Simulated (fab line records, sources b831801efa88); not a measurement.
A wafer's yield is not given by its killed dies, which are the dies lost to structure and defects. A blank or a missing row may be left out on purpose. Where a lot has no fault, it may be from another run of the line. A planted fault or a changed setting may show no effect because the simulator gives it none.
The tool behind it: which one? :: flow gf180mcu :: 6 lots, 18 wafers sampled, at 2 steps of a route of 602

## WHAT THE GAUGES READ, wafer by wafer
GF_M3_THK_MEAS_06: measures by xrf.
lot: L647
measured: day 20 11:13
on: film-metro-04
M3_ALCU_THK (nm): 459 457 456

lot: L649
measured: day 21 06:08
on: film-metro-02
M3_ALCU_THK (nm): 446 442 442

lot: L654
measured: day 23 09:03
on: film-metro-04
M3_ALCU_THK (nm): 449 443 451

lot: L657
measured: day 24 20:31
on: film-metro-04
M3_ALCU_THK (nm): 447 450 457

lot: L661
measured: day 26 01:10
on: film-metro-02
M3_ALCU_THK (nm): 450 455 449

lot: L667
measured: day 27 08:48
on: film-metro-01
M3_ALCU_THK (nm): 448 451 451

## WHAT TOOL EACH LOT RAN ON (gives the tool, then ch and the chambers of the sampled wafers, and finally the start)
lot: L647
GF_M2_SPUTTER_01: pvd-sputter-04, day 18 07:51

lot: L649
GF_M2_SPUTTER_01: pvd-sputter-03, day 19 02:43

lot: L654
GF_M2_SPUTTER_01: pvd-sputter-03, day 21 07:09

lot: L657
GF_M2_SPUTTER_01: pvd-sputter-02, day 22 21:10

lot: L661
GF_M2_SPUTTER_01: pvd-sputter-03, day 24 01:55

lot: L667
GF_M2_SPUTTER_01: pvd-sputter-02, day 25 11:35
- GF_M2_SPUTTER_01: material TiN, target thk 30 nm, time 25 s.

## THE ANSWER, worked out from the rows above alone
Rule: the lots themselves supply what counts as usual. Put in order of their means at a reading, lots are off if they are a third of the lots or fewer, leave a main group of 4 or more, and stand apart from it by a gap of 3 or more times the standard deviation of the main group's means; of several such gaps the widest counts. A main group whose means are all the same, to the digits that the tables above print for the reading, isn't used. A lot without any number at a reading at which 4 lots or more have one is off too. The other lots that the step has rows for count as sound.
No lot is off at any reading shown: from this, nothing can be told.

## WHAT THE SIMULATOR PUT IN
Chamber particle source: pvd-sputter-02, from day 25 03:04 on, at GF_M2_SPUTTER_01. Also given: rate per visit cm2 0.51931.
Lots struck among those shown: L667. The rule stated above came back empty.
